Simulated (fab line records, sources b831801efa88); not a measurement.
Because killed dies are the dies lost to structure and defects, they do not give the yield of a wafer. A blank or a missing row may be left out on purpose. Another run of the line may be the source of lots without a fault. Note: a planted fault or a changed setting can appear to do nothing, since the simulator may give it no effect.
Which tool did it?    flow sky130    Sampling: 13 lots, 39 wafers, 4 of 708 route steps

WHAT EACH GAUGE READ, for each wafer
SKY_CONTACT_BOW_MEAS_05. Usual: for CONTACT_BOW the level is 83 um and the standard deviation is 7.3.
lot   measured      on             CONTACT_BOW (um)  flag
L299  day 30 06:25  film_metro-04  82 76 77          
L300  day 31 03:23  film_metro-04  84 76 91          
L303  day 32 00:40  film_metro-03  98 86 85          
L305  day 32 15:12  film_metro-04  78 89 88          
L306  day 33 02:41  film_metro-02  94 81 70          
L309  day 34 06:41  film_metro-04  59 94 84          
L312  day 34 20:31  film_metro-02  83 101 82         
L316  day 36 02:42  film_metro-02  82 89 91          
L318  day 36 21:06  film_metro-03  79 87 87          
L320  day 36 22:03  film_metro-03  94 79 71          
L319  day 36 23:23  film_metro-02  75 75 73          
L321  day 37 03:06  film_metro-04  82 84 85          
L322  day 37 20:37  film_metro-03  84 78 74          

TOOL THAT RAN EACH LOT (tool first, then ch and the chambers of the sampled wafers, then the start)
lot   SKY_LDD_N_COAT_02                  SKY_LDD_N_STRIP_16                    SKY_CONTACT_CMP_04
L299  litho_track-01 ch 0, day 16 21:36  plasma_asher-04 ch 0,1, day 17 12:58  cmp-01 ch 0,2,3, day 30 06:06
L300  litho_track-04 ch 0, day 17 15:52  plasma_asher-04 ch 0,1, day 18 07:58  cmp-01 ch 0,1,2, day 31 03:14
L303  litho_track-04 ch 0, day 18 18:22  plasma_asher-04 ch 0,1, day 19 11:10  cmp-01 ch 0,3, day 32 00:25
L305  litho_track-04 ch 0, day 19 09:07  plasma_asher-01 ch 0,1, day 20 02:33  cmp-01 ch 0,3, day 32 14:52
L306  litho_track-01 ch 0, day 19 18:44  plasma_asher-01 ch 0,1, day 20 11:48  cmp-02 ch 1,2,3, day 33 02:23
L309  litho_track-01 ch 0, day 21 04:53  plasma_asher-04 ch 0,1, day 21 21:59  cmp-01 ch 0,3, day 34 06:21
L312  litho_track-01 ch 0, day 21 23:53  plasma_asher-03 ch 0,1, day 22 16:36  cmp-01 ch 0,1,2, day 34 20:13
L316  litho_track-04 ch 0, day 23 10:31  plasma_asher-04 ch 0,1, day 24 03:08  cmp-01 ch 1,3, day 36 02:22
L318  litho_track-03 ch 0, day 24 04:47  plasma_asher-04 ch 0,1, day 24 21:37  cmp-01 ch 0,1, day 36 20:48
L320  litho_track-03 ch 0, day 24 07:33  plasma_asher-03 ch 0,1, day 25 00:46  cmp-02 ch 1,3, day 36 21:44
L319  litho_track-01 ch 0, day 24 12:02  plasma_asher-04 ch 0,1, day 25 05:04  cmp-02 ch 1,2,3, day 36 23:11
L321  litho_track-04 ch 0, day 24 18:07  plasma_asher-04 ch 0,1, day 25 10:33  cmp-02 ch 1,3, day 37 02:46
L322  litho_track-01 ch 0, day 25 10:24  plasma_asher-04 ch 1, day 26 04:06    cmp-01 ch 0,3, day 37 20:18
- SKY_LDD_N_COAT_02: resist thk 300 nm.
- SKY_LDD_N_STRIP_16: strips in O2/N2.
- SKY_CONTACT_CMP_04: polishes SiO2.

AS READ BY THE TOOLS THEMSELVES (means over the sampled wafers that have a number; for cases with no such wafer, the mark the record gives instead)
SKY_LDD_N_STRIP_16. Usual: drypump_motor_current_A 5.64 A, standard deviation 0.23; oes_product_au 0.407 a.u., standard deviation 0.0043; strip_time_to_endpoint_s 4.314 s, standard deviation 0.014.
lot   tool             drypump_motor_current_A (A)  oes_product_au (a.u.)  strip_time_to_endpoint_s (s)  flag
L299  plasma_asher-04  5.76                         0.404                  4.307                         
L300  plasma_asher-04  5.86                         0.402                  4.305                         
L303  plasma_asher-04  5.87                         0.405                  4.297                         
L305  plasma_asher-01  5.54                         0.408                  4.323                         
L306  plasma_asher-01  5.51                         0.410                  4.326                         
L309  plasma_asher-04  5.75                         0.414                  4.393                         OFF
L312  plasma_asher-03  5.60                         0.405                  4.380                         OFF
L316  plasma_asher-04  5.78                         0.407                  4.321                         
L318  plasma_asher-04  5.74                         0.408                  4.307                         
L320  plasma_asher-03  5.43                         0.404                  4.301                         
L319  plasma_asher-04  5.73                         0.405                  4.329                         
L321  plasma_asher-04  5.75                         0.404                  4.314                         
L322  plasma_asher-04  5.91                         0.409                  4.339                         

SKY_CONTACT_CMP_04. Usual: motor_current_A 12.3 A, standard deviation 1; time_to_endpoint_s 83 s, standard deviation 5.9.
lot   tool    motor_current_A (A)  time_to_endpoint_s (s)  flag
L299  cmp-01  12.2                 82                      
L300  cmp-01  12.4                 81                      
L303  cmp-01  12.9                 77                      
L305  cmp-01  13.2                 84                      
L306  cmp-02  11.9                 80                      
L309  cmp-01  13.1                 78                      
L312  cmp-01  12.5                 88                      
L316  cmp-01  13.4                 86                      
L318  cmp-01  13.0                 83                      
L320  cmp-02  11.5                 84                      
L319  cmp-02  12.1                 87                      
L321  cmp-02  11.7                 81                      
L322  cmp-01  12.9                 78                      

THE ANSWER, worked out from the rows above alone
Rule: a lot is off if the mean of its wafers that have a number lies more than 3 standard deviations from the usual mean. Also off: a lot with no number at a reading for which 4 or more lots have one. Where the step has rows for the other lots, those lots are counted as sound. After the gauges, taken in route order, come the tools' own readings; for these a lot's mean is taken, as printed above. The first step at which some lot is off is used, and at that step the reading that is off furthest; a lot without a number counts as furthest.
Off: L309, L312, at SKY_LDD_N_STRIP_16 (strip_time_to_endpoint_s).
A tool fits if, at that step or a process step before it, it ran every lot that is off, and no sound lot after the first of them. No candidate that was tried fits.

WHAT THE SIMULATOR HAD PUT IN
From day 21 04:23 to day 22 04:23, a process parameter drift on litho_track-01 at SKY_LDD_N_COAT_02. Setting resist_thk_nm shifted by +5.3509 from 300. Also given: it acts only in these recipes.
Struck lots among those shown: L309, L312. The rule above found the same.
